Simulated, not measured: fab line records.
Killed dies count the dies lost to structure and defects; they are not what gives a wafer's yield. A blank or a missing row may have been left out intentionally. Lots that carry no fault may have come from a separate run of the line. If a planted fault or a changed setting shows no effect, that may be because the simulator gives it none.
Which tool did it? ; flow sky130 ; Sampling: 14 lots, 41 wafers, 6 of 708 route steps

## WHAT THE GAUGES READ, wafer by wafer
SKY_METAL3_CD_MEAS_13: target cd 300 nm. Usual: cd_nm reads 299.8 nm (standard deviation 1.7).
lot;measured;on;cd_nm (nm);flag
L327;day 38 17:38;cd_sem-01;297.0 297.2 297.8;
L328;day 38 23:01;cd_sem-01;300.2 298.8 299.4;
L329;day 39 07:14;cd_sem-01;299.8 299.3 298.6;
L333;day 40 20:10;cd_sem-01;299.6 299.3 299.7;
L334;day 41 07:20;cd_sem-02;297.9 298.9 299.0;
L335;day 41 12:35;cd_sem-02;299.7 298.9 299.0;
L337;day 41 22:37;cd_sem-02;300.9 301.7 300.2;
L338;day 42 09:47;cd_sem-01;299.6 299.3 299.5;
L339;day 42 10:31;cd_sem-02;301.7 303.2;
L341;day 42 14:58;cd_sem-02;301.9 301.8 300.9;
L342;day 43 07:25;cd_sem-02;301.0 299.6 299.3;
L345;day 43 20:48;cd_sem-02;300.2 298.3 298.2;
L347;day 44 03:04;cd_sem-02;298.4 299.3 297.5;
L349;day 44 19:08;cd_sem-01;299.5 299.6 299.5;

SKY_METAL5_RS_MEAS_05: measures by four-point-probe. Usual: METAL5_ALCU_RS gives 0.0270 ohm/sq (standard deviation 0.00034).
lot;measured;on;METAL5_ALCU_RS (ohm/sq);flag
L327;day 42 23:05;film_metro-01;0.0276 0.0278 0.0275;
L328;day 43 05:49;film_metro-04;0.0275 0.0264 0.0270;
L329;day 43 13:46;film_metro-02;0.0267 0.0273 0.0270;
L333;day 45 00:03;film_metro-01;0.0231 0.0232 0.0232;OFF
L334;day 45 09:25;film_metro-02;0.0277 0.0276 0.0273;
L335;day 45 16:05;film_metro-02;0.0228 0.0228 0.0228;OFF
L337;day 45 22:50;film_metro-02;0.0278 0.0272 0.0278;
L338;day 46 08:58;film_metro-02;0.0267 0.0272 0.0270;
L339;day 46 09:50;film_metro-02;0.0272 0.0274;
L341;day 46 14:58;film_metro-02;0.0274 0.0268 0.0269;
L342;day 47 04:23;film_metro-01;0.0272 0.0275 0.0274;
L345;day 47 15:59;film_metro-04;0.0273 0.0271 0.0271;
L347;day 47 20:41;film_metro-02;0.0270 0.0268 0.0275;
L349;day 48 12:47;film_metro-04;0.0277 0.0271 0.0269;

SKY_METAL5_THK_MEAS_06: measures by xrf. Usual: METAL5_ALCU_THK gives 1175 nm (standard deviation 15).
lot;measured;on;METAL5_ALCU_THK (nm);flag
L327;day 42 23:12;film_metro-01;1149 1153 1154;
L328;day 43 05:56;film_metro-04;1165 1210 1184;
L329;day 43 13:53;film_metro-02;1183 1162 1179;
L333;day 45 00:10;film_metro-01;1371 1368 1366;OFF
L334;day 45 09:32;film_metro-02;1143 1146 1162;
L335;day 45 16:13;film_metro-02;1388 1380 1394;OFF
L337;day 45 22:57;film_metro-02;1134 1160 1132;
L338;day 46 09:05;film_metro-02;1179 1167 1171;
L339;day 46 09:56;film_metro-02;1163 1155;
L341;day 46 15:05;film_metro-02;1149 1179 1179;
L342;day 47 04:30;film_metro-01;1171 1159 1164;
L345;day 47 16:04;film_metro-04;1175 1176 1175;
L347;day 47 20:49;film_metro-02;1176 1187 1156;
L349;day 48 12:53;film_metro-04;1149 1180 1188;

## TOOL THAT RAN EACH LOT (tool first, then ch and the chambers of the sampled wafers, then the start)
lot;SKY_CAPM_METAL_ETCH_13;SKY_METAL3_DESCUM_15;SKY_METAL5_SPUTTER_02
L327;rie_metal-02 ch 0,1, day 37 15:26;rie_metal-03 ch 0, day 38 17:46;pvd_sputter-01, day 42 22:57
L328;rie_metal-01 ch 0,1, day 37 20:59;rie_metal-04 ch 0,1, day 38 23:10;pvd_sputter-03, day 43 05:42
L329;rie_metal-01 ch 0, day 38 05:27;rie_metal-04 ch 0,1, day 39 07:24;pvd_sputter-01, day 43 13:39
L333;rie_metal-04 ch 0,1, day 39 18:59;rie_metal-02 ch 0,1, day 40 20:19;pvd_sputter-02, day 44 23:56
L334;rie_metal-02 ch 0,1, day 40 05:47;rie_metal-04 ch 0,1, day 41 07:30;pvd_sputter-01, day 45 09:17
L335;rie_metal-01 ch 0,1, day 40 11:18;rie_metal-02 ch 0,1, day 41 12:45;pvd_sputter-02, day 45 15:58
L337;rie_metal-02 ch 1, day 40 22:06;rie_metal-02 ch 1, day 41 22:45;pvd_sputter-03, day 45 22:42
L338;rie_metal-01 ch 0,1, day 41 09:05;rie_metal-04 ch 0,1, day 42 09:55;pvd_sputter-01, day 46 08:50
L339;rie_metal-02 ch 0,1, day 41 10:13;rie_metal-04 ch 0, day 42 10:38;pvd_sputter-03, day 46 09:40
L341;rie_metal-02 ch 0,1, day 41 15:06;rie_metal-03 ch 0,1, day 42 15:07;pvd_sputter-03, day 46 14:51
L342;rie_metal-01 ch 0,1, day 42 06:50;rie_metal-02 ch 0,1, day 43 07:34;pvd_sputter-01, day 47 04:16
L345;rie_metal-04 ch 0,1, day 42 20:18;rie_metal-02 ch 0,1, day 43 20:55;pvd_sputter-01, day 47 15:48
L347;rie_metal-04 ch 0,1, day 43 03:51;rie_metal-04 ch 0,1, day 44 03:13;pvd_sputter-03, day 47 20:34
L349;rie_metal-02 ch 0, day 43 20:12;rie_metal-02 ch 0,1, day 44 19:16;pvd_sputter-03, day 48 12:38
- SKY_CAPM_METAL_ETCH_13: etches TiN in Cl2/BCl3, stops on SiO2, target depth 220 nm, time 62.9 s.
- SKY_METAL3_DESCUM_15: chemistry O2, time 8 s.
- SKY_METAL5_SPUTTER_02: material AlCu, target thk 1150 nm, time 61.2 s.

## WHAT THE TOOLS THEMSELVES READ (means of the sampled wafers that have a number; where no wafer has one, the mark that the record gives instead)
SKY_CAPM_METAL_ETCH_13. Usual: bcl3_flow_sccm 30.01 sccm, standard deviation 0.086; bias_w 48.52 W, standard deviation 0.14; drypump_motor_current_A 6.0 A, standard deviation 0.41; oes_product_au 0.941 a.u., standard deviation 0.0078; throttle_valve_pct 21.901 %, standard deviation 0.01.
lot;tool;bcl3_flow_sccm (sccm);bias_w (W);drypump_motor_current_A (A);oes_product_au (a.u.);throttle_valve_pct (%);flag
L327;rie_metal-02;29.92;48.47;5.7;0.938;21.901;
L328;rie_metal-01;29.93;48.79;6.4;0.946;21.903;
L329;rie_metal-01;29.96;48.53;6.4;0.942;21.893;
L333;rie_metal-04;29.95;48.62;5.5;0.940;21.910;
L334;rie_metal-02;30.04;48.44;5.8;0.937;21.909;
L335;rie_metal-01;30.15;48.37;6.4;0.939;21.903;
L337;rie_metal-02;30.01;48.48;6.0;0.941;21.891;
L338;rie_metal-01;30.02;48.55;6.4;0.946;21.892;
L339;rie_metal-02;29.89;48.45;5.8;0.942;21.909;
L341;rie_metal-02;29.91;48.49;5.7;0.947;21.898;
L342;rie_metal-01;29.98;48.45;6.5;0.939;21.907;
L345;rie_metal-04;30.04;48.69;5.6;0.939;21.897;
L347;rie_metal-04;30.08;48.44;5.7;0.938;21.899;
L349;rie_metal-02;30.03;48.41;5.5;0.946;21.897;

SKY_METAL3_DESCUM_15. Usual: drypump_motor_current_A 5.8 A, standard deviation 0.31; oes_product_au 1.000 a.u., standard deviation 0.007.
lot;tool;drypump_motor_current_A (A);oes_product_au (a.u.);flag
L327;rie_metal-03;5.8;0.994;
L328;rie_metal-04;5.7;1.004;
L329;rie_metal-04;5.7;0.993;
L333;rie_metal-02;5.8;1.006;
L334;rie_metal-04;5.6;1.004;
L335;rie_metal-02;5.7;1.004;
L337;rie_metal-02;6.0;0.999;
L338;rie_metal-04;5.7;1.008;
L339;rie_metal-04;5.3;0.997;
L341;rie_metal-03;6.1;0.999;
L342;rie_metal-02;5.8;1.002;
L345;rie_metal-02;5.8;1.008;
L347;rie_metal-04;5.7;0.995;
L349;rie_metal-02;5.8;1.005;

SKY_METAL5_SPUTTER_02. Usual: cathode_dc_power_W 10600 W, standard deviation 1.9; throttle_valve_pct 30.5 %, standard deviation 0.83.
lot;tool;cathode_dc_power_W (W);throttle_valve_pct (%);flag
L327;pvd_sputter-01;10601;30.2;
L328;pvd_sputter-03;10601;31.4;
L329;pvd_sputter-01;10600;30.4;
L333;pvd_sputter-02;10602;30.5;
L334;pvd_sputter-01;10599;29.8;
L335;pvd_sputter-02;10600;30.3;
L337;pvd_sputter-03;10600;31.6;
L338;pvd_sputter-01;10598;29.8;
L339;pvd_sputter-03;10600;30.5;
L341;pvd_sputter-03;10602;31.4;
L342;pvd_sputter-01;10599;30.4;
L345;pvd_sputter-01;10601;29.5;
L347;pvd_sputter-03;10600;30.8;
L349;pvd_sputter-03;10599;30.8;

## THE ANSWER, worked out from the rows above alone
Rule: a lot is off if the mean of its wafers that have a number lies more than 3 standard deviations from the usual mean. Also off: a lot with no number at a reading for which 4 or more lots have one. Where the step has rows for the other lots, those lots are counted as sound. First the gauges in route order, then the tools' own readings, where a lot's mean is used as printed above. At the first step where some lot is off, the reading lying furthest off is the one used; lots without a number count as furthest.
Off: at SKY_METAL5_RS_MEAS_05 (METAL5_ALCU_RS), L333, L335.
If a tool, at a process step before that reading, ran all the lots that are off and no sound lot after the first of them, it fits. Those tools and the gauges at SKY_METAL5_RS_MEAS_05 are tried in the same way. One candidate fits, namely pvd_sputter-02 at SKY_METAL5_SPUTTER_02. It ran no sound lot before its first lot that is off in this sample, so the start can't be narrowed down.

## WHAT THE SIMULATOR HAD PUT IN
Drift in process parameters on pvd_sputter-02 at SKY_METAL5_SPUTTER_02, starting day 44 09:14. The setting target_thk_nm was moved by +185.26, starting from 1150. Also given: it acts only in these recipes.
Struck lots among those shown: L333, L335. The rule above reached the same finding.
